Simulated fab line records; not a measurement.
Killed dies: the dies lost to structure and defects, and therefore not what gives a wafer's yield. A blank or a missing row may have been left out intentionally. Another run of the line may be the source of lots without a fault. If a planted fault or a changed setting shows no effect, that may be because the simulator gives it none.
Which tool is to blame?    flow sky130    36 wafers from 12 lots sampled at 3 of the route's 708 steps

== WHAT EACH GAUGE READ, for each wafer ==
SKY_PWDE_OVL_MEAS_07. Usual: PWDE_OVL 0.0 nm, standard deviation 1.3.
lot   measured     on          PWDE_OVL (nm)   flag
L889  day 4 02:08  overlay-01  0.6 1.1 1.2     
L891  day 4 14:40  overlay-01  -0.8 -0.1 0.7   
L892  day 4 21:29  overlay-01  0.5 -1.4 -0.2   
L893  day 4 23:38  overlay-02  0.8 0.8 -0.8    
L897  day 5 22:02  overlay-01  1.0 -0.1 1.0    
L898  day 6 03:07  overlay-02  -2.4 -0.9 -4.4  
L900  day 6 17:17  overlay-02  -1.0 -0.7 0.0   
L902  day 7 16:43  overlay-01  -0.4 -0.8 1.4   
L906  day 8 08:50  overlay-01  -0.5 -0.1 0.2   
L909  day 8 23:33  overlay-02  -0.5 0.9 1.3    
L910  day 9 00:12  overlay-02  0.0 0.6 0.5     
L911  day 9 05:49  overlay-02  -1.1 -1.1 -1.6  

SKY_NWELL_OVL_MEAS_23. Usual: NWELL_01_OVL 0.2 nm, standard deviation 1.4.
lot   measured      on          NWELL_01_OVL (nm)  flag
L889  day 5 13:17   overlay-01  -0.4 0.0 0.6       
L891  day 6 00:02   overlay-02  -1.8 0.2 -0.6      
L892  day 6 07:35   overlay-01  -0.2 -0.9 0.6      
L893  day 6 10:26   overlay-02  -0.3 1.0 -1.3      
L897  day 7 13:17   overlay-01  -1.6 -1.4 -1.8     
L898  day 7 19:16   overlay-01  1.0 -0.1 0.5       
L900  day 8 09:33   overlay-02  3.5 2.9 -1.0       
L902  day 9 11:13   overlay-02  0.2 0.2 2.3        
L906  day 10 05:11  overlay-01  -0.4 -1.9 0.7      
L909  day 10 19:05  overlay-01  -2.7 1.3 0.5       
L910  day 10 20:50  overlay-02  -1.1 -0.9 -2.8     
L911  day 11 03:17  overlay-02  -0.8 -1.8 0.8      

== WHAT TOOL EACH LOT RAN ON (gives the tool, then ch and the chambers of the sampled wafers, and finally the start) ==
lot   SKY_FIELD_ISO_STRIP_16
L889  plasma-asher-02 ch 0,1, day 2 10:22
L891  plasma-asher-04 ch 0,1, day 2 21:43
L892  plasma-asher-01 ch 0,1, day 3 03:00
L893  plasma-asher-01 ch 0,1, day 3 08:16
L897  plasma-asher-04 ch 0,1, day 4 05:22
L898  plasma-asher-02 ch 0,1, day 4 09:18
L900  plasma-asher-02 ch 0,1, day 4 23:14
L902  plasma-asher-01 ch 0,1, day 5 06:10
L906  plasma-asher-02 ch 0,1, day 6 10:07
L909  plasma-asher-01 ch 0,1, day 7 00:22
L910  plasma-asher-01 ch 0,1, day 7 00:45
L911  plasma-asher-04 ch 0,1, day 7 05:43
- SKY_FIELD_ISO_STRIP_16: strips in O2/N2.

== WHAT THE TOOLS THEMSELVES READ (means of the sampled wafers that have a number; where no wafer has one, the mark that the record gives instead) ==
SKY_FIELD_ISO_STRIP_16. Usual: drypump-motor-current-A 5.6 A, standard deviation 0.36; oes-product-au 0.378 a.u., standard deviation 0.005; strip-time-to-endpoint-s 3.537 s, standard deviation 0.028.
lot   tool             drypump-motor-current-A (A)  oes-product-au (a.u.)  strip-time-to-endpoint-s (s)  flag
L889  plasma-asher-02  5.8                          0.380                  3.556                         
L891  plasma-asher-04  5.8                          0.380                  3.575                         
L892  plasma-asher-01  5.3                          0.373                  3.517                         
L893  plasma-asher-01  5.3                          0.378                  3.504                         
L897  plasma-asher-04  5.8                          0.379                  3.572                         
L898  plasma-asher-02  5.6                          0.382                  3.572                         
L900  plasma-asher-02  5.6                          0.381                  3.548                         
L902  plasma-asher-01  5.3                          0.380                  3.525                         
L906  plasma-asher-02  5.6                          0.377                  3.535                         
L909  plasma-asher-01  5.6                          0.378                  3.503                         
L910  plasma-asher-01  5.3                          0.378                  3.540                         
L911  plasma-asher-04  5.8                          0.379                  3.531                         

== THE ANSWER, worked out from the rows above alone ==
Rule: a lot counts as off when the mean over its wafers that have a number is more than 3 standard deviations away from the usual mean. Also off: a lot with no number at a reading for which 4 or more lots have one. Any other lot the step has rows for is counted as sound. Order of review: gauges by route order, followed by the tools' own readings, for which a lot's mean as printed above is used. At the first step where some lot is off, the reading lying furthest off is the one used; lots without a number count as furthest.
No lot is off on any of the readings shown, so nothing can be concluded from this.

== WHAT WAS PUT IN BY THE SIMULATOR ==
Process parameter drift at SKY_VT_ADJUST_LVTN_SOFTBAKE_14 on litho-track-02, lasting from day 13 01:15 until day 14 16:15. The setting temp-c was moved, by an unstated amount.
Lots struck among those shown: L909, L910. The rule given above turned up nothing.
